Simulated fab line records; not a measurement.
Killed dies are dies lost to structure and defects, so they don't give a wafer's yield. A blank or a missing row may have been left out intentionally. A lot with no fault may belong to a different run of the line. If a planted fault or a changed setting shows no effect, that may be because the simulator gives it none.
The same fault as seen by 2 desks ; flow gf180mcu ; every desk sees just its own numbers, and what lay behind them comes last

== AT THE TOOL OWNER'S DESK: hdpcvd-01 ==
The tool's own readings at GF_V4_CVD_00 (deposits SiO2, target thk 600 nm, time 100 s): means of the sampled wafers that have a number, for each lot that ran on this tool. Any lot whose mean is over 4 standard deviations away from the usual mean is out of limits and marked OUT; that distance is given in the brackets.
Columns: A = sih4 flow sccm at GF_V4_CVD_00, usual 59.99 sccm
lot;first seen here;A
L828;day 24 02:35;60.24
L829;day 24 03:40;59.91
L830;day 24 08:23;59.92
L834;day 26 06:30;59.96
L847;day 30 00:28;69.88 (+58) OUT
L848;day 30 10:13;79.97 (+99 or more) OUT
This desk finds L847, L848 out of limits, L847 being first, at day 30 00:28 (sih4 flow sccm at GF_V4_CVD_00). L828, L829, L830, L834: within limits.

== METROLOGY DESK ==
Lot by lot, what the gauges showed, no matter which tool ran the lot: averages of those sampled wafers that carry a number. Any lot whose mean is over 4 standard deviations away from the usual mean is out of limits and marked OUT; that distance is given in the brackets.
Columns: A = V4_CVD_00_THK at GF_V4_THK_MEAS_01, usual 603 nm; B = V4_BOW at GF_V4_BOW_MEAS_05, usual 138 um
lot;first seen here;A;B
L828;day 24 02:45;608;146
L829;day 24 03:45;606;140
L830;day 24 08:27;607;124
L832;day 26 01:01;593;137
L833;day 26 03:12;600;129
L834;day 26 06:35;604;128
L835;day 26 17:26;601;126
L837;day 26 22:42;598;125
L838;day 27 23:01;598;141
L847;day 30 00:32;710 (+15) OUT;149
L848;day 30 10:19;799 (+27) OUT;146
L851;day 31 10:36;601;120
This desk's finding: out of limits on L847, L848; first on L847, day 30 00:32 (V4_CVD_00_THK at GF_V4_THK_MEAS_01). L828, L829, L830, L832, L833, L834, L835, L837, L838, L851: within limits.

== ALL TOGETHER ==
The tool owner's desk had the chance to raise an alarm at day 30 00:28 on L847, L848.
On L847, L848, the metrology desk was in a position to raise an alarm at day 30 00:32.
Every lot named ran GF_V4_CVD_00 on hdpcvd-01.

== WHAT THE SIMULATOR HAD PUT IN ==
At GF_V4_CVD_00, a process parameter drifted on hdpcvd-01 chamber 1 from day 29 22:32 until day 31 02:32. Setting sih4 flow sccm, moved by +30, from 60. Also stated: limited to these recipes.
Shown lots that were struck: L847, L848.
Counting hours from when the fault started, the first reading out of limits came at 2 for the tool owner's desk and at 2 for the metrology desk.
